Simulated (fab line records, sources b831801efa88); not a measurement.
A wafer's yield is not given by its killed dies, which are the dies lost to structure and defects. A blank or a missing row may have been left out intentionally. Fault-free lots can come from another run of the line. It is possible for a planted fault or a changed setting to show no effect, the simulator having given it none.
Which tool is to blame? + flow sky130 + 12 lots with 36 wafers sampled at 4 steps, on a route of 708 steps

== WHAT THE GAUGES SHOWED, per wafer ==
SKY_METAL5_THK_MEAS_06: measures by xrf.
| lot  | measured     | on           | METAL5_ALCU_THK (nm) |
|------|--------------|--------------|----------------------|
| L736 | day 43 03:40 | filmMetro-03 | 1129 1130 1136       |
| L738 | day 44 02:32 | filmMetro-01 | 1171 1156 1170       |
| L739 | day 44 08:14 | filmMetro-03 | 1162 1145 1156       |
| L740 | day 44 08:47 | filmMetro-02 | 1187 1182 1182       |
| L745 | day 45 16:37 | filmMetro-02 | 1168 1178 1165       |
| L748 | day 47 00:17 | filmMetro-01 | 1156 1159 1167       |
| L751 | day 47 06:45 | filmMetro-03 | 1166 1169 1161       |
| L754 | day 47 19:23 | filmMetro-03 | 1141 1148 1147       |
| L755 | day 48 05:14 | filmMetro-02 | 1171 1190 1172       |
| L757 | day 48 18:18 | filmMetro-02 | 1159 1161 1179       |
| L758 | day 48 23:56 | filmMetro-03 | 1147 1135 1140       |
| L759 | day 49 01:18 | filmMetro-01 | 1162 1170 1160       |

== TOOL THAT RAN EACH LOT (tool first, then ch and the chambers of the sampled wafers, then the start) ==
| lot  | SKY_VIA1_CVD_21              | SKY_METAL4_DESCUM_15             | SKY_VIA4_SPUTTER_17         |
|------|------------------------------|----------------------------------|-----------------------------|
| L736 | cvdW-02 ch 0,1, day 34 04:29 | rieMetal-01 ch 0,1, day 42 01:32 | pvdSputter-02, day 43 02:40 |
| L738 | cvdW-02 ch 0,1, day 35 07:59 | rieMetal-01 ch 0,1, day 43 00:14 | pvdSputter-03, day 44 01:33 |
| L739 | cvdW-02 ch 0, day 35 14:40   | rieMetal-04 ch 0,1, day 43 06:02 | pvdSputter-03, day 44 06:56 |
| L740 | cvdW-02 ch 0, day 35 16:34   | rieMetal-04 ch 0,1, day 43 06:53 | pvdSputter-04, day 44 07:46 |
| L745 | cvdW-02 ch 0,1, day 37 09:20 | rieMetal-02 ch 0,1, day 44 16:32 | pvdSputter-04, day 45 15:38 |
| L748 | cvdW-01 ch 0,1, day 38 18:18 | rieMetal-02 ch 0,1, day 45 23:47 | pvdSputter-04, day 46 23:08 |
| L751 | cvdW-01 ch 0,1, day 39 00:46 | rieMetal-01 ch 0,1, day 46 06:10 | pvdSputter-02, day 47 05:37 |
| L754 | cvdW-02 ch 0,1, day 39 17:13 | rieMetal-01 ch 0,1, day 46 20:08 | pvdSputter-04, day 47 18:23 |
| L755 | cvdW-02 ch 0,1, day 40 07:19 | rieMetal-01 ch 0,1, day 47 06:02 | pvdSputter-03, day 48 04:15 |
| L757 | cvdW-02 ch 0, day 41 00:52   | rieMetal-04 ch 0, day 47 19:56   | pvdSputter-04, day 48 17:19 |
| L758 | cvdW-02 ch 0,1, day 41 06:20 | rieMetal-04 ch 0,1, day 48 02:06 | pvdSputter-03, day 48 22:55 |
| L759 | cvdW-02 ch 0,1, day 41 09:49 | rieMetal-01 ch 0,1, day 48 03:35 | pvdSputter-04, day 49 00:19 |
- SKY_VIA1_CVD_21: deposits W, target thk 270 nm, time 80.902 s.
- SKY_METAL4_DESCUM_15: chemistry O2, time 8 s.
- SKY_VIA4_SPUTTER_17: material TiN, target thk 20 nm, time 80 s.

== AS READ BY THE TOOLS THEMSELVES (means over the sampled wafers that have a number; for cases with no such wafer, the mark the record gives instead) ==
SKY_VIA1_CVD_21.
| lot  | tool    | heaterPowerW (W) |
|------|---------|------------------|
| L736 | cvdW-02 | 908              |
| L738 | cvdW-02 | 903              |
| L739 | cvdW-02 | 900              |
| L740 | cvdW-02 | 913              |
| L745 | cvdW-02 | 899              |
| L748 | cvdW-01 | 867              |
| L751 | cvdW-01 | 877              |
| L754 | cvdW-02 | 853              |
| L755 | cvdW-02 | 863              |
| L757 | cvdW-02 | 847              |
| L758 | cvdW-02 | 842              |
| L759 | cvdW-02 | 861              |

SKY_METAL4_DESCUM_15.
| lot  | tool        | drypumpMotorCurrentA (A) | heBacksideLeakSccm (sccm) | oesProductAu (a.u.) |
|------|-------------|--------------------------|---------------------------|---------------------|
| L736 | rieMetal-01 | 6.1                      | 3.3                       | 0.993               |
| L738 | rieMetal-01 | 5.7                      | 3.1                       | 1.002               |
| L739 | rieMetal-04 | 6.0                      | 3.0                       | 1.009               |
| L740 | rieMetal-04 | 6.0                      | 3.2                       | 1.010               |
| L745 | rieMetal-02 | 5.8                      | 3.4                       | 1.003               |
| L748 | rieMetal-02 | 5.8                      | 3.6                       | 1.005               |
| L751 | rieMetal-01 | 6.0                      | 3.4                       | 0.995               |
| L754 | rieMetal-01 | 5.7                      | 3.2                       | 0.999               |
| L755 | rieMetal-01 | 6.0                      | 3.7                       | 1.000               |
| L757 | rieMetal-04 | 6.5                      | 3.1                       | 1.013               |
| L758 | rieMetal-04 | 6.0                      | 3.0                       | 1.012               |
| L759 | rieMetal-01 | 5.7                      | 3.3                       | 0.994               |

SKY_VIA4_SPUTTER_17.
| lot  | tool          | cathodeDcPowerW (W) | throttleValvePct (%) |
|------|---------------|---------------------|----------------------|
| L736 | pvdSputter-02 | 4000.9              | 30.7                 |
| L738 | pvdSputter-03 | 4000.3              | 29.0                 |
| L739 | pvdSputter-03 | 3999.2              | 28.0                 |
| L740 | pvdSputter-04 | 3999.9              | 29.1                 |
| L745 | pvdSputter-04 | 4000.3              | 30.2                 |
| L748 | pvdSputter-04 | 4000.0              | 30.3                 |
| L751 | pvdSputter-02 | 3999.8              | 30.2                 |
| L754 | pvdSputter-04 | 3999.7              | 29.3                 |
| L755 | pvdSputter-03 | 3999.7              | 29.0                 |
| L757 | pvdSputter-04 | 4000.3              | 30.4                 |
| L758 | pvdSputter-03 | 3999.6              | 29.0                 |
| L759 | pvdSputter-04 | 4000.0              | 30.3                 |

== THE ANSWER, worked out from the rows above alone ==
Rule: usual is defined by the lots themselves. Put in order of their means at a reading, lots are off if they are a third of the lots or fewer, leave a main group of 4 or more, and stand apart from it by a gap of 3 or more times the standard deviation of the main group's means; of several such gaps the widest counts. A main group whose means are all the same, to the digits that the tables above print for the reading, isn't used. A lot without any number at a reading at which 4 lots or more have one is off too. Any other lot the step has rows for is counted as sound. After the gauges, taken in route order, come the tools' own readings; for these a lot's mean is taken, as printed above. The first step at which some lot is off is used, and at that step the reading that is off furthest; a lot without a number counts as furthest.
Nothing can be told from this: no lot is off at any reading shown.

== WHAT THE SIMULATOR HAD INSERTED ==
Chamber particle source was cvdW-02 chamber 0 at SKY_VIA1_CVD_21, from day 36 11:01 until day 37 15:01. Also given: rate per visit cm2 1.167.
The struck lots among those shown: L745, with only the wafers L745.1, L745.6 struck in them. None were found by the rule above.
